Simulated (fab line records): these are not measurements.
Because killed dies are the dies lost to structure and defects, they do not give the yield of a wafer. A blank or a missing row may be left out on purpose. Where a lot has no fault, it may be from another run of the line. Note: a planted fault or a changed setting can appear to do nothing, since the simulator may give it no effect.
Struck lot and sound lot, side by side + flow sky130 + 16 steps out of a route of 708
Sound: the wafers L523.1, L523.5, L523.6. Wafers L537.3, L537.5, L537.6 were the ones struck. The cause is named last.
For every step that has rows: the tool of each side, followed by ch and its chambers, followed by its first start. Under that, the readings that differ: sound wafers + struck wafers + difference of the means + sigmas: that difference in standard deviations of wafers without a fault.
alike: readings whose means differ by less than 2 such deviations, and words and numbers that are the same on both sides. not compared: withheld readings, readings that some wafer has no value for, bounds like >300 that may hide the same value, and numbers for which the record gives no deviation and whose values overlap.
A row with sigmas, a row that says differs or no value, or rows on one side alone: a step with any of these is where the two part. Non-overlapping numbers with no deviation appear without sigmas and do not part them. Lack of a reading on every wafer of one side parts them only where that side has two or more wafers.

SKY_GATE_OXIDE_TW_MEAS_14:
  struck on film-metro-03, day 19 19:24; sound on film-metro-03, day 15 17:29
  alike: GATE_OXIDE_TW
then, 3 steps without rows for these wafers: SKY_GATE_OXIDE_CLEAN_15 (cleans in SC1/SC2, time 150 s); SKY_GATE_OXIDE_OXIDATION_16 (stabilise 600 s, purge 300 s, target thk 3.57 nm); SKY_POLY_GATE_CVD_00 (deposits poly-Si, target thk 180 nm, time 720 s).
SKY_POLY_GATE_THK_MEAS_01:
  struck on film-metro-01, day 19 22:17; sound on film-metro-02, day 15 20:19
  alike: POLY_GATE_CVD_00_THK
then, 7 steps without rows for these wafers: SKY_RES_PROTECT_DEHYDRATE_00 (time 60 s); SKY_RES_PROTECT_HMDS_01 (prime time 60 s); SKY_RES_PROTECT_COAT_02 (resist thk 1140 nm); SKY_RES_PROTECT_SOFTBAKE_03 (time 60 s); SKY_RES_PROTECT_EXPOSE_04 (exposes mask RPM, target cd 1270 nm); SKY_RES_PROTECT_PEB_05; SKY_RES_PROTECT_DEVELOP_06 (develop time 60 s).
SKY_POLY_GATE_IMPLANT_02:
  sound on implanter-04 ch 0, day 17 00:13; struck on implanter-04 ch 0, day 21 05:04
SKY_RES_PROTECT_STRIP_07: strips in O2/N2.
  sound on plasma-asher-02 ch 0,1, day 17 00:22; struck on plasma-asher-04 ch 0,1, day 21 05:12
| reading                      | sound             | struck            | difference | sigmas |
|------------------------------|-------------------|-------------------|------------|--------|
| strip-time-to-endpoint-s (s) | 23.26 23.26 23.26 | 24.18 24.14 24.21 | +0.92      | +21    |
  alike: drypump-motor-current-A, oes-product-au
  not compared: rf-hours-counter-h
SKY_RES_PROTECT_TW_MEAS_08:
  struck on film-metro-04, day 21 05:17; sound on film-metro-03, day 17 00:28
  alike: POLY_GATE_TW
-- the record jumps here: 29 days lie between the struck wafers' starts before and after (it left off in module RES_PROTECT and takes up again in module PAD_OPEN, whose first step shown is number 708 of the route) --
SKY_PAD_OPEN_PROBE_99:
  struck on prober-01, day 49 22:32; sound on prober-02, day 47 02:25
| reading                          | sound             | struck            | difference | sigmas |
|----------------------------------|-------------------|-------------------|------------|--------|
| model.etest.res-poly.line-ohm-um | 551.2 528 531.4   | 443.6 452.4 429.1 | -95.2      |        |
| model.etest.licon-poly.rc-ohm    | 151.9 150.8 149   | 128.4 130.2 130.2 | -21.0      |        |
| model.etest.res-poly.rs-ohm-sq   | 48.24 48.35 48.74 | 42.48 43.13 42.06 | -5.89      |        |
  alike: killed_at_M0_to_M3, killed_at_M4_up, killed-at-contacts, killed-at-front-end, killed-at-other, killed-dies, killed-open, killed-short

WHERE THEY PART
SKY_RES_PROTECT_STRIP_07 only, going by this record. Later steps at which nothing parts them and some readings are alike: SKY_RES_PROTECT_TW_MEAS_08, SKY_PAD_OPEN_PROBE_99.

WHY: the cause the simulator had injected
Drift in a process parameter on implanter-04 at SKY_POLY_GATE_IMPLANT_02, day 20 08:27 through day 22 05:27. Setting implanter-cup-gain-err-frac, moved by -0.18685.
